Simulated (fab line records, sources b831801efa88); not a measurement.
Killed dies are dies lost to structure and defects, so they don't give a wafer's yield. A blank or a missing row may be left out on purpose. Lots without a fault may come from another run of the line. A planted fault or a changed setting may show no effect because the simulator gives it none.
A struck lot beside a sound one | flow sky130 | 16 steps out of a route of 708
Sound: wafers L201.1, L201.2, L201.4. Struck: wafer L214.4. (L214.1, L214.6 of the same lot were not struck and are left out.) The cause comes at the end.
At each step with rows: each side's tool, then ch and its chambers, then its first start. Under that, the readings that differ: sound wafers | struck wafers | difference of the means | sigmas: that difference in standard deviations of wafers without a fault.
alike: readings whose means differ by less than 2 such deviations, and words and numbers that are the same on both sides. not compared: withheld readings, readings that some wafer has no value for, bounds like >300 that may hide the same value, and numbers for which the record gives no deviation and whose values overlap.
The two part at a step that has a row with sigmas, a row that says differs or no value, or rows on one side only. Numbers that don't overlap but have no deviation are shown without sigmas and don't part them. A reading that every wafer of one side lacks parts them only if that side has two wafers or more.

first, 3 steps without rows for these wafers: SKY_METAL1_EXPOSE_12 (exposes mask MM1, target cd 140 nm); SKY_METAL1_PEB_13; SKY_METAL1_DEVELOP_14 (develop time 60 s).
SKY_METAL1_CD_MEAS_15: target cd 140 nm.
  sound on cd_sem-02, day 33 22:31; struck on cd_sem-02, day 38 02:52
  alike: cd_nm
SKY_METAL1_OVL_MEAS_16:
  sound on overlay-01, day 33 22:38; struck on overlay-01, day 38 02:59
  alike: METAL1_OVL
SKY_METAL1_DESCUM_17: chemistry O2, time 8 s.
  sound on rie_metal-04 ch 0,1, day 33 22:40; struck on rie_metal-01 ch 0, day 38 03:02
  reading               | sound             | struck | difference | sigmas
  oes_product_au (a.u.) | 0.994 0.977 0.981 | 1.012  | +0.028     | +3
  alike: drypump_motor_current_A
  not compared: rf_hours_counter_h
SKY_METAL1_ETCH_18: etches BARC in N2/H2, stops on SiO2, time 45.9 s, target depth 60 nm.
  sound on rie_metal-04 ch 0,1, day 33 22:43; struck on rie_metal-01 ch 0, day 38 03:04
  alike: drypump_motor_current_A, oes_product_au, throttle_valve_pct
  not compared: rf_hours_counter_h
SKY_METAL1_METAL_ETCH_19: etches the open film in Cl2/BCl3, stops on SiO2, target depth 360 nm, time 78 s.
  sound on rie_metal-04 ch 0,1, day 33 22:46; struck on rie_metal-01 ch 0, day 38 03:07
  alike: drypump_motor_current_A, oes_product_au, throttle_valve_pct
  not compared: rf_hours_counter_h
SKY_METAL1_STRIP_20: strips in O2/N2.
  sound on plasma_asher-02 ch 0,1, day 33 22:52; struck on plasma_asher-04 ch 1, day 38 03:13
  alike: drypump_motor_current_A, oes_product_au, strip_time_to_endpoint_s
  not compared: rf_hours_counter_h
then, 3 steps without rows for these wafers: SKY_METAL1_STRIP_21 (strips in post etch residue remover, time 1200 s); SKY_METAL1_CLEAN_22 (cleans in IPA, time 180 s); SKY_METAL1_CLEAN_23 (cleans in O3/DIW).
SKY_VIA1_HDPCVD_00: deposits SiO2, target thk 1030 nm, time 171.7 s.
  sound on hdpcvd-01 ch 0,1,2, day 33 23:51; struck on hdpcvd-01 ch 0, day 38 03:48
  reading                                  | sound             | struck | difference | sigmas
  sih4_flow_sccm (sccm)                    | 60.13 60.02 60.00 | 29.87  | -30.18     | -99 or more
  model.SiO2_of_VIA1_HDPCVD_00.thk_nm (nm) | 1032 1030 1031    | 532.6  | -498.4     |
SKY_VIA1_THK_MEAS_01:
  sound on film_metro-04, day 33 23:58; struck on film_metro-03, day 38 03:55
  reading              | sound          | struck | difference | sigmas
  VIA1_HDPCVD_THK (nm) | 1031 1029 1032 | 533    | -498       | -41
SKY_VIA1_CMP_02: polishes SiO2.
  sound on cmp-02 ch 0,1,2, day 34 00:02; struck on cmp-01 ch 2, day 38 03:58
  alike: head_pressure_psi, motor_current_A
-- the record jumps here: 12 days lie between the struck wafers' starts before and after (it left off in module VIA1 and takes up again in module PAD_OPEN, whose first step shown is number 708 of the route) --
SKY_PAD_OPEN_PROBE_99:
  sound on prober-02, day 47 00:26; struck on prober-01, day 49 23:59
  reading                               | sound                | struck | difference | sigmas
  model.etest.tester.sort_n_pass        | 411 408 402          | 294    | -113       |
  model.etest.tester.sort_yield_pct (%) | 83.54 82.93 81.71    | 59.76  | -22.97     |
  model.etest.tester.sort_bin_3_pct (%) | 0.4065 1.423 2.033   | 26.42  | +25.13     |
  model.etest.met2_comb.leak_log10_a_um | -12.02 -12.12 -12.09 | -7.512 | +4.565     |
  alike: defect_limited_yield, killed_at_M0_to_M3, killed_at_M4_up, killed_at_contacts, killed_at_front_end, killed_at_other, killed_dies, killed_open, killed_short

WHERE THEY PART
First at SKY_METAL1_DESCUM_17; last, within this record, at SKY_VIA1_THK_MEAS_01. Later steps at which nothing parts them and some readings are alike: SKY_VIA1_CMP_02, SKY_PAD_OPEN_PROBE_99.

WHY: what the simulator had put in
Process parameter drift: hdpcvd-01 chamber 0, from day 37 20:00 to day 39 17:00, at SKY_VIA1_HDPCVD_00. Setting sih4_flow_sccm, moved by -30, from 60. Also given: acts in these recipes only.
